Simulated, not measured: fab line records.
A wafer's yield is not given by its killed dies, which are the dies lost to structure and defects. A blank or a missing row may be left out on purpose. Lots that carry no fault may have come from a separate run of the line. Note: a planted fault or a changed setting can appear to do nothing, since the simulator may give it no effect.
The tool behind it: which one? / flow gf180mcu / Sampling: 15 lots, 45 wafers, 2 of 602 route steps

WHAT THE GAUGES READ, wafer by wafer
GF_STI_CD_MEAS_12 targets a cd of 220 nm.
lot=L658; measured=day 2 06:54; on=cd sem-02; cd nm (nm)=219.4 219.6 219.0
lot=L659; measured=day 2 11:53; on=cd sem-01; cd nm (nm)=221.9 220.5 220.9
lot=L661; measured=day 2 21:59; on=cd sem-02; cd nm (nm)=219.8 220.9 219.6
lot=L662; measured=day 3 03:47; on=cd sem-01; cd nm (nm)=- - -
lot=L663; measured=day 3 08:19; on=cd sem-01; cd nm (nm)=- - -
lot=L664; measured=day 3 14:26; on=cd sem-01; cd nm (nm)=- - -
lot=L671; measured=day 5 01:02; on=cd sem-02; cd nm (nm)=219.2 219.2 219.9
lot=L672; measured=day 5 08:35; on=cd sem-01; cd nm (nm)=220.8 219.8 220.5
lot=L673; measured=day 5 12:16; on=cd sem-01; cd nm (nm)=220.8 220.2 220.1
lot=L674; measured=day 5 16:47; on=cd sem-02; cd nm (nm)=220.5 219.9 218.9
lot=L675; measured=day 5 21:11; on=cd sem-02; cd nm (nm)=219.0 218.7 218.7
lot=L676; measured=day 6 05:04; on=cd sem-01; cd nm (nm)=221.4 222.0 220.5
lot=L678; measured=day 6 14:22; on=cd sem-01; cd nm (nm)=220.1 220.7 219.9
lot=L679; measured=day 6 19:59; on=cd sem-02; cd nm (nm)=220.9 221.0 221.6
lot=L680; measured=day 6 23:22; on=cd sem-01; cd nm (nm)=219.0 219.5 221.4

TOOL THAT RAN EACH LOT (tool first, then ch and the chambers of the sampled wafers, then the start)
lot=L658; GF_STI_DEVELOP_11=litho track-01 ch 0, day 2 06:45
lot=L659; GF_STI_DEVELOP_11=litho track-02 ch 0, day 2 11:44
lot=L661; GF_STI_DEVELOP_11=litho track-04 ch 0, day 2 21:50
lot=L662; GF_STI_DEVELOP_11=litho track-04, day 3 03:38
lot=L663; GF_STI_DEVELOP_11=litho track-01, day 3 08:11
lot=L664; GF_STI_DEVELOP_11=litho track-02, day 3 14:17
lot=L671; GF_STI_DEVELOP_11=litho track-04 ch 0, day 5 00:53
lot=L672; GF_STI_DEVELOP_11=litho track-04 ch 0, day 5 08:26
lot=L673; GF_STI_DEVELOP_11=litho track-04 ch 0, day 5 12:07
lot=L674; GF_STI_DEVELOP_11=litho track-02 ch 0, day 5 16:39
lot=L675; GF_STI_DEVELOP_11=litho track-01 ch 0, day 5 21:03
lot=L676; GF_STI_DEVELOP_11=litho track-04 ch 0, day 6 04:55
lot=L678; GF_STI_DEVELOP_11=litho track-02 ch 0, day 6 14:13
lot=L679; GF_STI_DEVELOP_11=litho track-04 ch 0, day 6 19:50
lot=L680; GF_STI_DEVELOP_11=litho track-02 ch 0, day 6 23:13
- GF_STI_DEVELOP_11: develop time 60 s.

WHAT THE TOOLS THEMSELVES READ (means of the sampled wafers that have a number; where no wafer has one, the mark that the record gives instead)
GF_STI_DEVELOP_11.
lot=L658; tool=litho track-01; chill plate temp C (C)=22.87; resist line temp C (C)=22.89
lot=L659; tool=litho track-02; chill plate temp C (C)=23.15; resist line temp C (C)=22.99
lot=L661; tool=litho track-04; chill plate temp C (C)=23.05; resist line temp C (C)=23.02
lot=L662; tool=litho track-04; chill plate temp C (C)=-; resist line temp C (C)=-
lot=L663; tool=litho track-01; chill plate temp C (C)=-; resist line temp C (C)=-
lot=L664; tool=litho track-02; chill plate temp C (C)=-; resist line temp C (C)=-
lot=L671; tool=litho track-04; chill plate temp C (C)=23.06; resist line temp C (C)=22.93
lot=L672; tool=litho track-04; chill plate temp C (C)=23.01; resist line temp C (C)=22.90
lot=L673; tool=litho track-04; chill plate temp C (C)=22.95; resist line temp C (C)=23.04
lot=L674; tool=litho track-02; chill plate temp C (C)=22.85; resist line temp C (C)=23.02
lot=L675; tool=litho track-01; chill plate temp C (C)=22.99; resist line temp C (C)=23.08
lot=L676; tool=litho track-04; chill plate temp C (C)=23.00; resist line temp C (C)=23.09
lot=L678; tool=litho track-02; chill plate temp C (C)=23.04; resist line temp C (C)=22.99
lot=L679; tool=litho track-04; chill plate temp C (C)=22.89; resist line temp C (C)=23.00
lot=L680; tool=litho track-02; chill plate temp C (C)=22.91; resist line temp C (C)=23.00

THE ANSWER, worked out from the rows above alone
Rule: usual is defined by the lots themselves. The widest of any qualifying gaps counts: lots, ordered by their means at a reading, are off when they make up no more than a third of the lots, leave a main group of 4 or more, and stand apart from it by 3 or more times the standard deviation of that group's means. A main group whose means are all the same, to the digits that the tables above print for the reading, isn't used. Also off: a lot with no number at a reading for which 4 or more lots have one. All remaining lots with rows at the step are treated as sound. After the gauges, taken in route order, come the tools' own readings; for these a lot's mean is taken, as printed above. The first step at which some lot is off is used, and at that step the reading that is off furthest; a lot without a number counts as furthest.
Off, at GF_STI_CD_MEAS_12 on cd nm: L662, L663, L664. Without a number there: L662, L663, L664. Mean 220.2 nm and standard deviation 0.74 in the main group.
If a tool, at a process step before that reading, ran all the lots that are off and no sound lot after the first of them, it fits. The gauges at GF_STI_CD_MEAS_12 aren't tried: what is off there is off at GF_STI_DEVELOP_11 too, on other tools, and a gauge's error can't cause that. Not one of the candidates tried fits.

WHAT THE SIMULATOR HAD INSERTED
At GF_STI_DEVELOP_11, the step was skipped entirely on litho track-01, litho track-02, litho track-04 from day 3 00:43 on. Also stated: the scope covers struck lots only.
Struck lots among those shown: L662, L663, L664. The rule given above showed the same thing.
